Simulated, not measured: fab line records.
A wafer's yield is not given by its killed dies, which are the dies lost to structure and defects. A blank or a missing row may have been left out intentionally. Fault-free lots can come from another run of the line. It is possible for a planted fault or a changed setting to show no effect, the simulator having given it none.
fab line records	flow gf180mcu
record: lots: 24	wafers: 72	last-day: 36
route steps=602 shown STI@1 CONTACT@301 M1@319
lots with no fault: from the same line, run without faults
start-h: the number of hours between the record's first day and the start of the first shown wafer of the lot	wait-h: hours from the lot's prior step to this one	" repeats the value in the row above	L1.1+2: several wafers, shown together as one row	- value missing, or start not given	* or withheld: withheld	< > ~ a bound
route shown NAME@n: NAME is a module with steps in the file, n the number in the route of the first one	usual: mean and standard deviation over wafers with no fault	same: alike in all rows	chamber/n: place in a boat	sites: per-site readings	_std_site: the values' standard deviation	_edge_site: the outer-site mean with the inner-site mean subtracted	radius-mm: for every site, how far away it sits from the centre of the wafer	mask NAME#n: copy n	behind: tool/chamber where the wafer was last shaped	hold: why the lot was held/for how many hours/how that ended	device: names the non-switching transistor (n, p or np)	end of line: at the end of the route, the tests of the same wafers	a step with no rows: only its recipe	killed: not the wafer's yield, but the dies lost to structure and defects at the first sort	map: a wafer's dies, marking killed ones x, the rest . and places with no die _
set.NAME: the run value of the setting; set.NAME@STEP: its run value at that earlier step	model.NAME: the simulator's own value behind a step, which no gauge read
a sample of lots followed through the steps of the route, with each step as a table and each wafer as a row
services: the hour from which a tool's chamber was out of use, counted from the record's first day as start-h (under 0 if before that day), plus the number of hours and why
== steps ==
step: GF_STI_BOW_MEAS_00
recipe: mode: bow
usual: INCOMING_BOW: 0/6.7
lot.wafer	tool	chamber	start-h	wait-h	INCOMING_BOW[um]
L074.1	film-metro-03	-	10.00	-	8
L074.3	"	-	"	"	-1
L074.4	"	-	"	"	-20
L075.1	film-metro-01	-	15.00	-	1
L075.2	"	-	"	"	15
L075.3	"	-	"	"	3
L076.1	film-metro-03	-	20.00	-	0
L076.2	"	-	"	"	-8
L076.5	"	-	"	"	4
L077.2	film-metro-03	-	25.02	-	11
L077.4	"	-	"	"	10
L077.5	"	-	"	"	1
L078.2	film-metro-01	-	30.05	-	-1
L078.3	"	-	"	"	0
L078.6	"	-	"	"	-8
L079.2	film-metro-02	-	35.02	-	2
L079.4	"	-	"	"	-1
L079.6	"	-	"	"	-2
L080.1	film-metro-02	-	40.00	-	2
L080.2	"	-	"	"	1
L080.5	"	-	"	"	-5
L081.2	film-metro-02	-	45.02	-	12
L081.3	"	-	"	"	-3
L081.6	"	-	"	"	7
L082.1	film-metro-02	-	50.00	-	0
L082.2	"	-	"	"	-1
L082.4	"	-	"	"	-3
L083.2	film-metro-03	-	55.02	-	-2
L083.5	"	-	"	"	-8
L083.6	"	-	"	"	-6
L084.1	film-metro-02	-	60.00	-	7
L084.4	"	-	"	"	-8
L084.5	"	-	"	"	2
L085.3	film-metro-01	-	65.04	-	2
L085.4	"	-	"	"	-5
L085.6	"	-	"	"	8
L086.2	film-metro-03	-	70.02	-	-4
L086.3	"	-	"	"	0
L086.6	"	-	"	"	-12
L087.2	film-metro-01	-	75.02	-	-3
L087.3	"	-	"	"	0
L087.4	"	-	"	"	-1
L088.1	film-metro-01	-	80.00	-	5
L088.2	"	-	"	"	1
L088.5	"	-	"	"	-8
L089.1	film-metro-02	-	85.00	-	5
L089.2	"	-	"	"	1
L089.4	"	-	"	"	-10
L090.2	film-metro-02	-	90.02	-	16
L090.5	"	-	"	"	-9
L090.6	"	-	"	"	-16
L091.1	film-metro-02	-	95.00	-	13
L091.2	"	-	"	"	-2
L091.6	"	-	"	"	9
L092.4	film-metro-03	-	100.06	-	0
L092.5	"	-	"	"	-14
L092.6	"	-	"	"	4
L093.2	film-metro-03	-	105.02	-	-4
L093.3	"	-	"	"	-5
L093.5	"	-	"	"	-3
L094.2	film-metro-03	-	110.02	-	-2
L094.4	"	-	"	"	9
L094.6	"	-	"	"	-1
L095.2	film-metro-02	-	115.02	-	4
L095.5	"	-	"	"	6
L095.6	"	-	"	"	6
L096.4	film-metro-02	-	120.06	-	-5
L096.5	"	-	"	"	5
L096.6	"	-	"	"	8
L097.3	film-metro-01	-	125.04	-	-5
L097.4	"	-	"	"	-7
L097.6	"	-	"	"	4
step: GF_STI_THK_MEAS_02
recipe: reads: SiO2_of_STI_OXIDATION_01
usual: STI_OXIDATION_THK: 10.39/0.2
lot.wafer	tool	chamber	start-h	wait-h	STI_OXIDATION_THK[nm]
L074.1	film-metro-02	-	11.51	0.0	10.04
L074.3	"	-	"	"	10.10
L074.4	"	-	"	"	10.27
L075.1	film-metro-02	-	16.51	0.0	10.21
L075.2	"	-	"	"	10.18
L075.3	"	-	"	"	10.38
L076.1	film-metro-01	-	22.51	0.0	10.50
L076.2	"	-	"	"	10.40
L076.5	"	-	"	"	10.31
L077.2	film-metro-03	-	27.34	0.0	10.40
L077.4	"	-	"	"	10.45
L077.5	"	-	"	"	10.53
L078.2	film-metro-03	-	32.32	0.0	10.40
L078.3	"	-	"	"	10.31
L078.6	"	-	"	"	10.31
L079.2	film-metro-02	-	36.82	0.0	10.59
L079.4	"	-	"	"	10.56
L079.6	"	-	"	"	10.54
L080.1	film-metro-03	-	41.82	0.0	10.43
L080.2	"	-	"	"	10.60
L080.5	"	-	"	"	10.23
L081.2	film-metro-01	-	46.52	0.0	10.69
L081.3	"	-	"	"	10.61
L081.6	"	-	"	"	10.78
L082.1	film-metro-02	-	53.34	0.0	10.52
L082.2	"	-	"	"	10.47
L082.4	"	-	"	"	10.36
L083.2	film-metro-03	-	56.52	0.0	10.50
L083.5	"	-	"	"	10.40
L083.6	"	-	"	"	10.27
L084.1	film-metro-01	-	61.51	0.0	10.36
L084.4	"	-	"	"	10.34
L084.5	"	-	"	"	10.25
L085.3	film-metro-03	-	66.74	0.0	10.38
L085.4	"	-	"	"	10.37
L085.6	"	-	"	"	10.47
L086.2	film-metro-01	-	71.52	0.0	10.39
L086.3	"	-	"	"	10.43
L086.6	"	-	"	"	10.55
L087.2	film-metro-02	-	76.52	0.0	10.21
L087.3	"	-	"	"	10.29
L087.4	"	-	"	"	10.18
L088.1	film-metro-03	-	81.51	0.0	10.32
L088.2	"	-	"	"	9.99
L088.5	"	-	"	"	10.18
L089.1	film-metro-01	-	86.67	0.0	10.09
L089.2	"	-	"	"	10.23
L089.4	"	-	"	"	10.21
L090.2	film-metro-03	-	91.97	0.0	10.44
L090.5	"	-	"	"	10.61
L090.6	"	-	"	"	10.45
L091.1	film-metro-02	-	96.51	0.0	10.06
L091.2	"	-	"	"	9.88
L091.6	"	-	"	"	10.07
L092.4	film-metro-01	-	101.54	0.0	10.59
L092.5	"	-	"	"	10.44
L092.6	"	-	"	"	10.51
L093.2	film-metro-03	-	106.52	0.0	10.35
L093.3	"	-	"	"	10.55
L093.5	"	-	"	"	10.55
L094.2	film-metro-01	-	111.52	0.0	10.39
L094.4	"	-	"	"	10.49
L094.6	"	-	"	"	10.41
L095.2	film-metro-02	-	116.60	0.0	10.74
L095.5	"	-	"	"	10.61
L095.6	"	-	"	"	10.78
L096.4	film-metro-01	-	121.54	0.0	9.86
L096.5	"	-	"	"	10.02
L096.6	"	-	"	"	10.01
L097.3	film-metro-03	-	126.53	0.0	10.82
L097.4	"	-	"	"	10.89
L097.6	"	-	"	"	10.70
step: GF_STI_ETCH_14
recipe: target: Si	chemistry: HBr/Cl2/O2	target-depth-nm: 360	icp-w: 600	bias-w: 150	pressure-mtorr: 15	HBr_flow_sccm: 150	Cl2_flow_sccm: 40	O2_flow_sccm: 6	time-s: 102.9
usual: drypump-motor-current-A: 5.5/0.52	oes-product-au: 0.994/0.012	throttle-valve-pct: 25.661/0.012
lot.wafer	tool	chamber	start-h	wait-h	drypump-motor-current-A	oes-product-au	rf-hours-counter-h	throttle-valve-pct
L074.1	rie-si-02	3	27.13	0.0	5.7	0.995	15	25.672
L074.3	"	1	"	"	5.3	1.005	90	25.659
L074.4	"	0	"	"	5.9	1.014	3	25.648
L075.1	rie-si-02	0	33.57	0.0	5.9	1.014	3	25.657
L075.2	"	2	"	"	6.6	0.989	25	25.682
L075.3	"	1	"	"	5.3	0.995	90	25.676
L076.1	rie-si-02	0	38.62	0.0	6.0	0.998	3	25.636
L076.2	"	1	"	"	5.3	0.996	90	25.651
L076.5	"	3	"	"	5.7	0.983	-	25.674
L077.2	rie-si-01	2	43.22	0.0	5.2	0.981	157	25.674
L077.4	"	3	"	"	5.2	0.985	127	25.668
L077.5	"	2	"	"	5.3	0.984	-	25.675
L078.2	rie-si-02	0	49.06	0.0	5.9	1.010	3	25.643
L078.3	"	2	"	"	6.6	0.986	26	25.663
L078.6	"	3	"	"	5.7	0.990	-	25.681
L079.2	rie-si-01	3	54.42	0.0	5.2	0.987	127	25.665
L079.4	"	1	"	"	5.3	0.997	-	25.653
L079.6	"	0	"	"	4.9	1.001	-	25.660
L080.1	rie-si-02	3	58.07	0.0	5.7	0.988	15	25.665
L080.2	"	2	"	"	6.6	0.986	26	25.661
L080.5	"	0	"	"	5.9	1.017	-	25.654
L081.2	rie-si-02	0	63.97	0.0	5.9	1.010	3	25.653
L081.3	"	3	"	"	5.7	0.976	15	25.664
L081.6	"	3	"	"	5.7	0.985	-	25.662
L082.1	rie-si-02	2	70.82	0.0	6.6	0.974	26	25.667
L082.2	"	1	"	"	5.3	1.008	90	25.642
L082.4	"	0	"	"	5.9	1.004	3	25.643
L083.2	rie-si-01	1	73.87	0.0	5.3	0.997	120	25.649
L083.5	"	0	"	"	4.9	1.007	-	25.662
L083.6	"	1	"	"	5.3	0.992	-	25.659
L084.1	rie-si-01	3	79.46	0.0	5.2	0.997	127	25.668
L084.4	"	2	"	"	5.2	0.979	0	25.686
L084.5	"	3	"	"	5.2	0.992	-	25.674
L085.3	rie-si-01	3	85.22	0.0	5.2	0.995	127	25.667
L085.4	"	1	"	"	5.3	0.986	120	25.674
L085.6	"	3	"	"	5.2	0.992	-	25.680
L086.2	rie-si-01	3	89.97	0.0	5.2	0.989	128	25.661
L086.3	"	0	"	"	4.9	1.011	36	25.643
L086.6	"	2	"	"	5.2	0.977	-	25.652
L087.2	rie-si-01	3	94.92	0.0	5.2	0.994	128	25.660
L087.3	"	2	"	"	5.2	0.986	0	25.654
L087.4	"	0	"	"	4.9	1.013	36	25.641
L088.1	rie-si-01	2	100.96	0.0	5.2	0.983	0	25.654
L088.2	"	1	"	"	5.3	0.989	121	25.666
L088.5	"	0	"	"	4.9	1.013	-	25.649
L089.1	rie-si-02	2	105.42	0.0	6.6	0.982	26	25.669
L089.2	"	1	"	"	5.3	1.001	90	25.640
L089.4	"	0	"	"	5.9	1.013	4	25.640
L090.2	rie-si-02	1	110.31	0.0	5.3	1.007	90	25.646
L090.5	"	0	"	"	6.0	1.020	-	25.646
L090.6	"	1	"	"	5.3	1.005	-	25.661
L091.1	rie-si-01	1	115.91	0.0	5.3	0.984	121	25.651
L091.2	"	0	"	"	4.8	1.003	36	25.645
L091.6	"	1	"	"	5.3	1.006	-	25.661
L092.4	rie-si-01	0	120.57	0.0	4.9	1.013	36	25.656
L092.5	"	1	"	"	5.3	0.982	-	25.654
L092.6	"	0	"	"	4.9	1.002	-	25.660
L093.2	rie-si-01	3	126.32	0.0	5.1	0.980	128	25.673
L093.3	"	0	"	"	4.9	1.010	36	25.642
L093.5	"	0	"	"	4.9	1.015	-	25.650
L094.2	rie-si-01	2	131.62	0.0	5.2	0.986	1	25.666
L094.4	"	1	"	"	5.3	1.001	121	25.657
L094.6	"	0	"	"	4.9	1.007	-	25.645
L095.2	rie-si-02	0	136.42	0.0	6.0	0.999	4	25.649
L095.5	"	0	"	"	6.0	1.007	-	25.650
L095.6	"	1	"	"	5.3	0.992	-	25.658
L096.4	rie-si-02	1	142.02	0.0	5.4	0.989	91	25.673
L096.5	"	2	"	"	6.6	0.993	-	25.672
L096.6	"	3	"	"	5.7	0.981	-	25.671
L097.3	rie-si-01	3	146.82	0.0	5.1	0.983	128	25.665
L097.4	"	1	"	"	5.3	0.994	121	25.657
L097.6	"	1	"	"	5.3	1.001	-	25.675
step: GF_CONTACT_CD_MEAS_14
recipe: target-cd-nm: 220
usual: cd-nm: 220.1/1.5
lot.wafer	tool	chamber	start-h	wait-h	cd-nm
L074.1	cd-sem-01	-	407.00	0.1	220.0
L074.3	"	-	"	"	222.3
L074.4	"	-	"	"	219.7
L075.1	cd-sem-02	-	419.20	0.1	221.7
L075.2	"	-	"	"	221.5
L075.3	"	-	"	"	220.6
L076.1	cd-sem-01	-	423.50	0.1	219.1
L076.2	"	-	"	"	220.2
L076.5	"	-	"	"	219.8
L077.2	cd-sem-02	-	437.17	0.1	220.2
L077.4	"	-	"	"	222.2
L077.5	"	-	"	"	221.4
L078.2	cd-sem-01	-	449.02	0.1	219.0
L078.3	"	-	"	"	219.4
L078.6	"	-	"	"	220.1
L079.2	cd-sem-01	-	461.69	0.1	218.6
L079.4	"	-	"	"	218.8
L079.6	"	-	"	"	219.2
L080.1	cd-sem-01	-	463.10	0.1	221.4
L080.2	"	-	"	"	221.0
L080.5	"	-	"	"	220.2
L081.2	cd-sem-02	-	470.42	0.1	217.8
L081.3	"	-	"	"	218.4
L081.6	"	-	"	"	217.6
L082.1	cd-sem-02	-	479.00	0.1	219.6
L082.2	"	-	"	"	219.7
L082.4	"	-	"	"	222.3
L083.2	cd-sem-01	-	485.37	0.1	220.5
L083.5	"	-	"	"	217.5
L083.6	"	-	"	"	219.5
L084.1	cd-sem-01	-	491.90	0.1	221.6
L084.4	"	-	"	"	221.9
L084.5	"	-	"	"	222.0
L085.3	cd-sem-02	-	498.04	0.1	221.8
L085.4	"	-	"	"	221.4
L085.6	"	-	"	"	219.7
L086.2	cd-sem-01	-	514.04	0.1	218.2
L086.3	"	-	"	"	219.1
L086.6	"	-	"	"	218.8
L087.2	cd-sem-02	-	518.77	0.1	219.6
L087.3	"	-	"	"	219.5
L087.4	"	-	"	"	220.2
L088.1	cd-sem-01	-	526.50	0.1	218.7
L088.2	"	-	"	"	218.3
L088.5	"	-	"	"	218.7
L089.1	cd-sem-01	-	530.32	0.1	218.1
L089.2	"	-	"	"	218.7
L089.4	"	-	"	"	219.8
L090.2	cd-sem-01	-	541.42	0.1	222.5
L090.5	"	-	"	"	221.3
L090.6	"	-	"	"	220.8
L091.1	cd-sem-02	-	551.32	0.1	219.0
L091.2	"	-	"	"	220.3
L091.6	"	-	"	"	218.1
L092.4	cd-sem-02	-	559.41	0.1	223.2
L092.5	"	-	"	"	223.3
L092.6	"	-	"	"	224.2
L093.2	cd-sem-02	-	560.69	0.1	218.4
L093.3	"	-	"	"	217.9
L093.5	"	-	"	"	219.2
L094.2	cd-sem-02	-	567.86	0.2	218.2
L094.4	"	-	"	"	219.1
L094.6	"	-	"	"	218.7
L095.2	cd-sem-01	-	575.17	0.1	219.6
L095.5	"	-	"	"	218.7
L095.6	"	-	"	"	219.6
L097.3	cd-sem-02	-	583.86	0.1	223.2
L097.4	"	-	"	"	220.9
L097.6	"	-	"	"	223.5
L096.4	cd-sem-01	-	583.86	0.1	219.8
L096.5	"	-	"	"	222.7
L096.6	"	-	"	"	221.5
step: GF_M1_SPUTTER_04
recipe: material: TiN	target-thk-nm: 50	power-w: 6500	time-s: 41.7	chamber-pressure-pa: 0.4
usual: chamber-pressure-pa: 0.4001/0.00075	throttle-valve-pct: 30.0/1
lot.wafer	tool	chamber	start-h	wait-h	chamber-pressure-pa	throttle-valve-pct
L074.1	pvd-sputter-01	-	408.48	0.0	0.4006	30.1
L074.3	"	-	"	"	0.3995	28.7
L074.4	"	-	"	"	0.3989	30.2
L075.1	pvd-sputter-01	-	420.78	0.0	0.4006	30.3
L075.2	"	-	"	"	0.3996	30.4
L075.3	"	-	"	"	0.4002	29.0
L076.1	pvd-sputter-04	-	425.06	0.0	0.3999	31.2
L076.2	"	-	"	"	0.3999	32.1
L076.5	"	-	"	"	0.4005	28.5
L077.2	pvd-sputter-01	-	438.63	0.0	0.3993	30.8
L077.4	"	-	"	"	0.4003	28.7
L077.5	"	-	"	"	0.4008	30.7
L078.2	pvd-sputter-01	-	450.49	0.0	0.4010	30.7
L078.3	"	-	"	"	0.4005	30.1
L078.6	"	-	"	"	0.4010	30.6
L079.2	pvd-sputter-01	-	463.15	0.0	0.3997	30.4
L079.4	"	-	"	"	0.3999	30.7
L079.6	"	-	"	"	0.3993	30.6
L080.1	pvd-sputter-01	-	464.59	0.0	0.4007	30.7
L080.2	"	-	"	"	0.4007	28.9
L080.5	"	-	"	"	0.3988	30.8
L081.2	pvd-sputter-01	-	471.88	0.0	0.4009	30.5
L081.3	"	-	"	"	0.4008	30.7
L081.6	"	-	"	"	0.4009	30.2
L082.1	pvd-sputter-01	-	480.49	0.0	0.4006	28.9
L082.2	"	-	"	"	0.3995	30.3
L082.4	"	-	"	"	0.3981	30.8
L083.2	pvd-sputter-01	-	486.85	0.0	0.3999	30.3
L083.5	"	-	"	"	0.4002	29.8
L083.6	"	-	"	"	0.3993	30.6
L084.1	pvd-sputter-04	-	493.38	0.0	0.3991	31.1
L084.4	"	-	"	"	0.4001	32.2
L084.5	"	-	"	"	0.3999	31.6
L085.3	pvd-sputter-01	-	499.49	0.0	0.3994	29.0
L085.4	"	-	"	"	0.3988	30.6
L085.6	"	-	"	"	0.4011	30.6
L086.2	pvd-sputter-02	-	515.68	0.0	0.4019	30.5
L086.3	"	-	"	"	0.3980	29.5
L086.6	"	-	"	"	0.3994	30.0
L087.2	pvd-sputter-01	-	520.23	0.0	0.3993	30.6
L087.3	"	-	"	"	0.4011	30.6
L087.4	"	-	"	"	0.4006	28.8
L088.1	pvd-sputter-01	-	527.98	0.0	0.3986	30.4
L088.2	"	-	"	"	0.4007	29.9
L088.5	"	-	"	"	0.3998	28.5
L089.1	pvd-sputter-02	-	531.80	0.0	0.4006	27.6
L089.2	"	-	"	"	0.4004	29.1
L089.4	"	-	"	"	0.4006	30.1
L090.2	pvd-sputter-04	-	542.88	0.0	0.3992	28.7
L090.5	"	-	"	"	0.4004	31.1
L090.6	"	-	"	"	0.4010	29.1
L091.1	pvd-sputter-04	-	552.79	0.0	0.3994	28.8
L091.2	"	-	"	"	0.4004	29.3
L091.6	"	-	"	"	0.3994	30.9
L092.4	pvd-sputter-01	-	560.92	0.0	0.4005	30.5
L092.5	"	-	"	"	0.4004	30.7
L092.6	"	-	"	"	0.3996	29.0
L093.2	pvd-sputter-04	-	562.15	0.0	0.3994	28.7
L093.3	"	-	"	"	0.3995	32.4
L093.5	"	-	"	"	0.3996	32.0
L094.2	pvd-sputter-02	-	569.32	0.0	0.3990	30.1
L094.4	"	-	"	"	0.4011	29.7
L094.6	"	-	"	"	0.3997	29.6
L095.2	pvd-sputter-02	-	576.80	0.0	0.3992	29.5
L095.5	"	-	"	"	0.3999	29.6
L095.6	"	-	"	"	0.4008	30.1
L096.4	pvd-sputter-01	-	585.28	0.0	0.4009	30.4
L096.5	"	-	"	"	0.4010	30.6
L096.6	"	-	"	"	0.3999	30.1
L097.3	pvd-sputter-02	-	585.34	0.0	0.4009	30.5
L097.4	"	-	"	"	0.4003	30.2
L097.6	"	-	"	"	0.3990	29.4
step: GF_M1_METAL_ETCH_16
recipe: chemistry: Cl2/BCl3	mask-material: KrF	target-depth-nm: 627.5	stop-on: SiO2	pressure-mtorr: 8	icp-w: 800	bias-w: 140	Cl2_flow_sccm: 80	bcl3-flow-sccm: 40	time-s: 104.6
usual: drypump-motor-current-A: 6.0/0.44	oes-product-au: 0.970/0.0067	throttle-valve-pct: 28.252/0.0094
lot.wafer	tool	chamber	start-h	wait-h	drypump-motor-current-A	oes-product-au	rf-hours-counter-h	throttle-valve-pct
L074.1	rie-metal-01	0	434.07	0.0	6.7	0.972	9	28.243
L074.3	"	1	"	"	5.5	0.970	-	28.260
L074.4	"	0	"	"	6.8	0.968	-	28.245
L075.1	rie-metal-04	0	447.17	0.0	5.6	0.966	9	28.233
L075.2	"	1	"	"	5.9	0.976	0	28.251
L075.3	"	1	"	"	5.9	0.974	-	28.246
L076.1	rie-metal-02	1	450.57	0.0	5.9	0.970	10	28.263
L076.2	"	0	"	"	5.9	0.977	6	28.247
L076.5	"	1	"	"	5.9	0.975	-	28.253
L077.2	rie-metal-01	1	464.37	0.0	5.6	0.976	11	28.252
L077.4	"	0	"	"	6.8	0.969	-	28.257
L077.5	"	1	"	"	5.5	0.977	-	28.235
L078.2	rie-metal-02	1	475.91	0.0	5.9	0.960	10	28.247
L078.3	"	1	"	"	5.9	0.963	-	28.243
L078.6	"	0	"	"	5.9	0.970	-	28.255
L079.2	rie-metal-01	0	488.57	0.0	6.7	0.970	10	28.247
L079.4	"	0	"	"	6.7	0.971	-	28.247
L079.6	"	1	"	"	5.5	0.973	-	28.267
L080.1	rie-metal-02	1	490.62	0.0	5.9	0.981	10	28.253
L080.2	"	0	"	"	5.9	0.969	7	28.250
L080.5	"	0	"	"	5.8	0.975	-	28.230
L081.2	rie-metal-04	0	496.82	0.0	5.6	0.963	9	28.246
L081.3	"	0	"	"	5.6	0.965	-	28.257
L081.6	"	0	"	"	5.6	0.965	-	28.256
L082.1	rie-metal-04	1	506.37	0.0	5.9	0.964	2	28.259
L082.2	"	0	"	"	5.6	0.961	10	28.246
L082.4	"	1	"	"	5.9	0.966	-	28.241
L083.2	rie-metal-01	0	510.80	0.1	6.8	0.965	-	28.224
L083.5	"	0	"	"	6.7	0.967	-	28.259
L083.6	"	0	"	"	6.8	0.967	-	28.234
L084.1	rie-metal-01	0	518.62	0.0	6.7	0.959	11	28.253
L084.4	"	0	"	"	6.7	0.974	-	28.253
L084.5	"	0	"	"	6.7	0.972	-	28.258
L085.3	rie-metal-02	0	524.85	0.1	5.9	0.966	-	28.260
L085.4	"	1	"	"	5.9	0.972	-	28.244
L085.6	"	1	"	"	5.9	0.975	-	28.264
L086.2	rie-metal-04	0	539.37	0.0	5.6	0.974	11	28.247
L086.3	"	1	"	"	5.9	0.978	-	28.238
L086.6	"	0	"	"	5.6	0.959	-	28.258
L087.2	rie-metal-01	1	544.32	0.0	5.5	0.975	0	28.246
L087.3	"	0	"	"	6.8	0.979	-	28.236
L087.4	"	1	"	"	5.5	0.966	-	28.258
L088.1	rie-metal-01	1	552.13	0.0	5.6	0.969	1	28.261
L088.2	"	1	"	"	5.6	0.961	-	28.263
L088.5	"	1	"	"	5.6	0.970	-	28.262
L089.1	rie-metal-04	1	555.67	0.0	5.9	0.967	3	28.276
L089.2	"	0	"	"	5.6	0.962	11	28.250
L089.4	"	1	"	"	5.9	0.964	-	28.269
L090.2	rie-metal-02	0	567.27	0.0	5.9	0.967	8	28.244
L090.5	"	0	"	"	5.9	0.962	-	28.257
L090.6	"	1	"	"	5.9	0.967	-	28.258
L091.1	rie-metal-04	1	576.47	0.0	5.9	0.983	4	28.258
L091.2	"	0	"	"	5.6	0.971	12	28.256
L091.6	"	0	"	"	5.6	0.957	-	28.260
L092.4	rie-metal-01	1	584.34	0.0	5.6	0.986	-	28.250
L092.5	"	1	"	"	5.6	0.972	-	28.247
L092.6	"	0	"	"	6.8	0.984	-	28.246
L093.2	rie-metal-02	1	586.02	0.0	5.9	0.975	1	28.248
L093.3	"	0	"	"	5.9	0.975	-	28.248
L093.5	"	1	"	"	5.9	0.973	-	28.240
L094.2	rie-metal-01	1	592.96	0.0	5.6	0.958	3	28.256
L094.4	"	0	"	"	6.8	0.962	-	28.261
L094.6	"	1	"	"	5.6	0.971	-	28.266
L095.2	rie-metal-04	1	599.80	0.1	5.9	0.974	-	28.253
L095.5	"	1	"	"	5.9	0.970	-	28.248
L095.6	"	1	"	"	5.9	0.959	-	28.262
L096.4	rie-metal-01	0	608.04	0.0	6.8	0.969	-	28.256
L096.5	"	1	"	"	5.6	0.968	-	28.253
L096.6	"	0	"	"	6.8	0.978	-	28.245
L097.3	rie-metal-04	0	608.20	0.1	5.6	0.983	-	28.244
L097.4	"	1	"	"	5.9	0.971	-	28.256
L097.6	"	1	"	"	5.9	0.972	-	28.233
== services ==
tool	chamber	start-h	hours	kind
rie-metal-01	0	22.55	20.3	repair
pvd-sputter-01	-	36.01	1.9	repair
rie-si-02	-	50.70	0.2	repair
pvd-sputter-01	-	62.22	12.0	repair
rie-metal-01	1	76.30	7.0	repair
rie-si-02	-	76.48	14.6	pm
rie-si-02	3	93.26	2.4	repair
pvd-sputter-01	-	108.92	5.1	repair
pvd-sputter-01	-	144.83	1.0	repair
rie-metal-01	-	214.49	1.4	pm
pvd-sputter-01	-	226.80	1.6	repair
rie-si-02	1	295.74	1.6	repair
rie-metal-01	-	297.58	0.4	repair
rie-si-01	0	377.82	2.1	repair
rie-si-01	1	402.77	19.1	repair
rie-si-01	1	442.74	9.7	repair
rie-si-02	-	447.66	2.8	pm
rie-si-01	2	464.30	13.8	repair
rie-metal-01	-	489.55	2.8	pm
rie-si-01	3	511.42	7.5	repair
rie-si-02	1	520.51	9.3	repair
rie-si-01	1	536.58	11.7	repair
rie-si-02	0	590.38	2.5	repair
rie-si-01	-	592.87	2.8	pm
== key ==
fault none
